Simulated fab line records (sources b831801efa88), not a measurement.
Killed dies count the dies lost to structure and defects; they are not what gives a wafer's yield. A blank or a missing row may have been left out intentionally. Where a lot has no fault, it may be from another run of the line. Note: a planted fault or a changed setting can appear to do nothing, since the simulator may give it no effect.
Which tool is to blame? || flow sky130 || 6 lots, 18 wafers sampled, at 2 steps of a route of 708

WHAT EACH GAUGE READ, for each wafer
SKY_VIA4_THK_MEAS_01.
{"lot": "L979", "measured": "day 42 08:35", "on": "film-metro-02", "VIA4_HDPCVD_THK (nm)": "1754 1769 1749"}
{"lot": "L984", "measured": "day 43 14:46", "on": "film-metro-02", "VIA4_HDPCVD_THK (nm)": "1741 1754 1756"}
{"lot": "L986", "measured": "day 43 23:16", "on": "film-metro-02", "VIA4_HDPCVD_THK (nm)": "1756 1747 1754"}
{"lot": "L994", "measured": "day 46 04:55", "on": "film-metro-01", "VIA4_HDPCVD_THK (nm)": "1759 1787 1760"}
{"lot": "L997", "measured": "day 47 03:53", "on": "film-metro-02", "VIA4_HDPCVD_THK (nm)": "1761 1742 1757"}
{"lot": "L999", "measured": "day 47 18:52", "on": "film-metro-01", "VIA4_HDPCVD_THK (nm)": "2570 1761 2555"}

WHICH TOOL RAN EACH LOT (tool, then ch and the chambers of the sampled wafers, then the start)
{"lot": "L979", "SKY_VIA4_HDPCVD_00": "hdpcvd-02 ch 1,2, day 42 08:24"}
{"lot": "L984", "SKY_VIA4_HDPCVD_00": "hdpcvd-01 ch 0,2, day 43 14:35"}
{"lot": "L986", "SKY_VIA4_HDPCVD_00": "hdpcvd-01 ch 0,1, day 43 23:05"}
{"lot": "L994", "SKY_VIA4_HDPCVD_00": "hdpcvd-01 ch 0,1,2, day 46 04:43"}
{"lot": "L997", "SKY_VIA4_HDPCVD_00": "hdpcvd-02 ch 0,1,2, day 47 03:43"}
{"lot": "L999", "SKY_VIA4_HDPCVD_00": "hdpcvd-01 ch 0,2, day 47 18:34"}
- SKY_VIA4_HDPCVD_00: deposits SiO2, target thk 1750 nm, time 291.7 s.

THE ANSWER, worked out from the rows above alone
Rule: the usual values come from the lots themselves. Put in order of their means at a reading, lots are off if they are a third of the lots or fewer, leave a main group of 4 or more, and stand apart from it by a gap of 3 or more times the standard deviation of the main group's means; of several such gaps the widest counts. Not used: any main group whose means are identical at the precision the tables above print for the reading. Also off: a lot with no number at a reading for which 4 or more lots have one. The other lots that the step has rows for count as sound.
Off: L999, at SKY_VIA4_THK_MEAS_01 (VIA4_HDPCVD_THK). The main group: mean 1756 nm, standard deviation 6.5.
If a tool, at a process step before that reading, ran all the lots that are off and no sound lot after the first of them, it fits. Those tools and the gauges at SKY_VIA4_THK_MEAS_01 are tried in the same way. This does not decide it: 2 tools fit, namely hdpcvd-01 at SKY_VIA4_HDPCVD_00 and film-metro-01 at SKY_VIA4_THK_MEAS_01.

WHAT THE SIMULATOR HAD INSERTED
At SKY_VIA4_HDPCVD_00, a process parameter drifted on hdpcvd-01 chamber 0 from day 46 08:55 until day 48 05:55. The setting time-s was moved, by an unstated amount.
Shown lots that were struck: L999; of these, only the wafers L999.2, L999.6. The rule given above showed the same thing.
